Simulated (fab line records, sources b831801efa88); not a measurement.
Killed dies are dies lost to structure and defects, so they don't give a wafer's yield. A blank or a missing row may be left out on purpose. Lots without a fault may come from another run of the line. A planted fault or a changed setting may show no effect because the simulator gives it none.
A struck lot beside a sound one | flow gf180mcu | 16 steps out of a route of 602
Sound: wafers L831.1, L831.3, L831.4. Struck: wafers L841.2, L841.5. The cause comes at the end.
At each step with rows: each side's tool, then ch and its chambers, then its first start. Under that, the readings that differ: sound wafers | struck wafers | difference of the means | sigmas: that difference in standard deviations of wafers without a fault.
alike: readings whose means differ by less than 2 such deviations, and words and numbers that are the same on both sides. not compared: withheld readings, readings that some wafer has no value for, bounds like >300 that may hide the same value, and numbers for which the record gives no deviation and whose values overlap.
The two part at a step that has a row with sigmas, a row that says differs or no value, or rows on one side only. Numbers that don't overlap but have no deviation are shown without sigmas and don't part them. A reading that every wafer of one side lacks parts them only if that side has two wafers or more.

first, 3 steps without rows for these wafers: GF_M5_EXPOSE_04 (exposes mask Metal5, target cd 280 nm); GF_M5_PEB_05 (peb time 90 s); GF_M5_DEVELOP_06 (develop time 60 s).
GF_M5_CD_MEAS_07: target cd 280 nm.
  sound on cd_sem-01, day 29 23:37; struck on cd_sem-01, day 32 04:20
  alike: cd_nm
GF_M5_OVL_MEAS_08:
  sound on overlay-01, day 29 23:44; struck on overlay-02, day 32 04:26
  alike: M5_OVL
GF_M5_ETCH_09: etches Si3N4 in CF4/O2, target depth 52 nm, time 11.6 s.
  sound on rie_diel-03 ch 0,2,3, day 29 23:46; struck on rie_diel-02 ch 1, day 32 04:28
  alike: drypump_motor_current_A, oes_product_au, throttle_valve_pct
  not compared: rf_hours_counter_h
GF_M5_METAL_ETCH_10: etches the open film in Cl2/BCl3, stops on SiO2, target depth 750.8 nm, time 125.1 s.
  sound on rie_metal-03 ch 0,1, day 29 23:47; struck on rie_metal-02 ch 0,1, day 32 04:29
  alike: drypump_motor_current_A, oes_product_au, throttle_valve_pct
  not compared: rf_hours_counter_h
GF_M5_STRIP_11: strips in O2/N2.
  sound on plasma_asher-02 ch 0,1, day 29 23:55; struck on plasma_asher-04 ch 0, day 32 04:37
  alike: drypump_motor_current_A, heater_power_w, n2_flow_sccm, oes_product_au, platen_temp_c, strip_time_to_endpoint_s
  not compared: rf_hours_counter_h
then, 3 steps without rows for these wafers: GF_M5_STRIP_12 (strips in post etch residue remover, time 1200 s); GF_M5_CLEAN_13 (cleans in DIW); GF_V5_CVD_00 (deposits SiO2, target thk 300 nm, time 50 s).
GF_V5_THK_MEAS_01:
  sound on film_metro-02, day 30 00:30; struck on film_metro-02, day 32 05:13
  alike: V5_CVD_00_THK
GF_V5_CVD_02: deposits SiO2 from TEOS, target thk 1450 nm, time 163.28 s.
  sound on pecvd-02 ch 0,1,2, day 30 00:34; struck on pecvd-02 ch 0,1, day 32 05:16
  reading                             | sound          | struck    | difference | sigmas
  model.SiO2_of_V5_CVD_02.thk_nm (nm) | 1433 1435 1468 | 2259 2308 | +838       |
  alike: heater_power_w
GF_V5_THK_MEAS_03:
  sound on film_metro-02, day 30 00:44; struck on film_metro-04, day 32 05:36
  reading            | sound          | struck    | difference | sigmas
  V5_CVD_02_THK (nm) | 1433 1436 1468 | 2260 2308 | +838       | +47
  not compared: hold
GF_V5_CMP_04: polishes SiO2.
  sound on cmp-01 ch 0,1,3, day 30 00:48; struck on cmp-02 ch 2,3, day 32 10:59
  reading | sound | struck                                            | difference                   | sigmas
  hold    | - - - | await_dispo/4.7h/release await_dispo/4.7h/release | no value on the sound wafers |
  alike: motor_current_A, platen_rpm, retaining_ring_pressure_frac, slurry_filter_dp_kPa
GF_PASSIVATION_PROBE_99:
  the record has rows for the sound wafers here (prober-01, day 32 10:27) and none for the struck ones

WHERE THEY PART
First at GF_V5_THK_MEAS_03; last, within this record, at GF_PASSIVATION_PROBE_99.

WHY: what the simulator had put in
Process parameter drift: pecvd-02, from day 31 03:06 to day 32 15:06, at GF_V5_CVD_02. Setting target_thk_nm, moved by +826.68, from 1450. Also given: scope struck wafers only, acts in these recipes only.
